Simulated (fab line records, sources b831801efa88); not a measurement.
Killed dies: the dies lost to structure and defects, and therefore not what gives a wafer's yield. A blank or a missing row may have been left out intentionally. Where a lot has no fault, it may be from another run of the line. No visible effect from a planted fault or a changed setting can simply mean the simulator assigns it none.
Chamber matching | flow gf180mcu | GF_V3_CVD_02 on pecvd-03 has 3 sister chambers
The step deposits SiO2 from TEOS, target thk 850 nm, time 94.851 s. 6 wafers are shown with their chamber, then 10 later ones without.

WAFERS, EACH WITH ITS CHAMBER
wafer  | chamber | heater-power-w (W) | susceptor-temp-C (C)
L082.6 | 1       | 529                | 400.48
L084.2 | 0       | 678                | 400.01
L084.5 | 1       | 598                | 399.71
L084.6 | 0       | 673                | 399.96
L085.1 | 2       | 536                | 400.08
L085.5 | 2       | 584                | 399.78

WAFERS MISSING THEIR CHAMBER
wafer  | heater-power-w (W) | susceptor-temp-C (C)
L085.6 | 603                | 400.11
L088.3 | 593                | 399.93
L088.4 | 561                | 400.45
L088.6 | 602                | 400.20
L093.2 | 668                | 400.14
L093.3 | 541                | 399.98
L093.5 | 565                | 399.90
L094.2 | 668                | 399.94
L094.5 | 558                | 400.19
L094.6 | 675                | 399.88

THE CHAMBER EACH PASSED THROUGH
wafer  | from the rows above          | in truth
L085.6 | can't be placed: 1 or 2 or 0 | 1
L088.3 | can't be placed: 2 or 1 or 0 | 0
L088.4 | can't be placed: 1 or 2      | 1
L088.6 | can't be placed: 1 or 2 or 0 | 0
L093.2 | 0                            | 0
L093.3 | can't be placed: 2 or 1      | 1
L093.5 | can't be placed: 2 or 1      | 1
L094.2 | 0                            | 0
L094.5 | can't be placed: 1 or 2      | 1
L094.6 | 0                            | 0
3 of 10 placed correctly. Cannot be placed on the basis of these rows: 7; the candidates contain the true chamber in 7. 0 placed wrongly.
How it was worked out, from the rows above alone: a wafer's distance from a chamber is the root of the sum, over the readings, of the square of ((its reading less the chamber's mean) divided by the reading's scatter). If the next closest chamber is less than 2 further off than the closest, the wafer can't be placed; otherwise it belongs to the closest. A chamber's mean is the mean of its shown wafers. The scatter: take each reading less its chamber's mean, square it, sum over the shown wafers, divide by the number of wafers less the number of chambers, and take the root.
